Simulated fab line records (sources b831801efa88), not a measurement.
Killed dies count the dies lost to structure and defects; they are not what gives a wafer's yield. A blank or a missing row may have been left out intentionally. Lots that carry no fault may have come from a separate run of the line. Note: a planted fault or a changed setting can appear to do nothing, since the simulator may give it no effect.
Which tool did it? + flow sky130 + 6 lots, 18 wafers sampled, at 2 steps of a route of 708

## WHAT THE GAUGES READ, wafer by wafer
SKY_CAP2M_RS_MEAS_03: measures by four-point-probe.
| lot  | measured     | on           | CAP2M_TIN_RS (ohm/sq) |
|------|--------------|--------------|-----------------------|
| L601 | day 42 03:31 | filmMetro-01 | 6.95 6.97 6.96        |
| L604 | day 42 12:06 | filmMetro-04 | 6.91 6.91 6.92        |
| L609 | day 44 08:12 | filmMetro-01 | 6.82 6.86 6.92        |
| L615 | day 45 15:52 | filmMetro-03 | 6.79 6.77 6.80        |
| L617 | day 46 07:33 | filmMetro-03 | 6.90 6.91 6.87        |
| L621 | day 47 07:32 | filmMetro-04 | 6.82 6.87 6.91        |

## EACH LOT AND THE TOOL THAT RAN IT (in order: tool; ch and the chambers of the sampled wafers; start)
| lot  | SKY_METAL4_SPUTTER_03       |
|------|-----------------------------|
| L601 | pvdSputter-03, day 42 03:16 |
| L604 | pvdSputter-03, day 42 11:49 |
| L609 | pvdSputter-04, day 44 07:56 |
| L615 | pvdSputter-03, day 45 15:35 |
| L617 | pvdSputter-01, day 46 07:17 |
| L621 | pvdSputter-03, day 47 07:16 |
- SKY_METAL4_SPUTTER_03: material Ti, target thk 5 nm, time 3.3 s.

## THE ANSWER, worked out from the rows above alone
Rule: what is usual is taken from the lots themselves. The widest of any qualifying gaps counts: lots, ordered by their means at a reading, are off when they make up no more than a third of the lots, leave a main group of 4 or more, and stand apart from it by 3 or more times the standard deviation of that group's means. A main group whose means are all the same, to the digits that the tables above print for the reading, isn't used. Also off: a lot with no number at a reading for which 4 or more lots have one. Where the step has rows for the other lots, those lots are counted as sound.
Nothing can be told from this: no lot is off at any reading shown.

## WHAT THE SIMULATOR PUT IN
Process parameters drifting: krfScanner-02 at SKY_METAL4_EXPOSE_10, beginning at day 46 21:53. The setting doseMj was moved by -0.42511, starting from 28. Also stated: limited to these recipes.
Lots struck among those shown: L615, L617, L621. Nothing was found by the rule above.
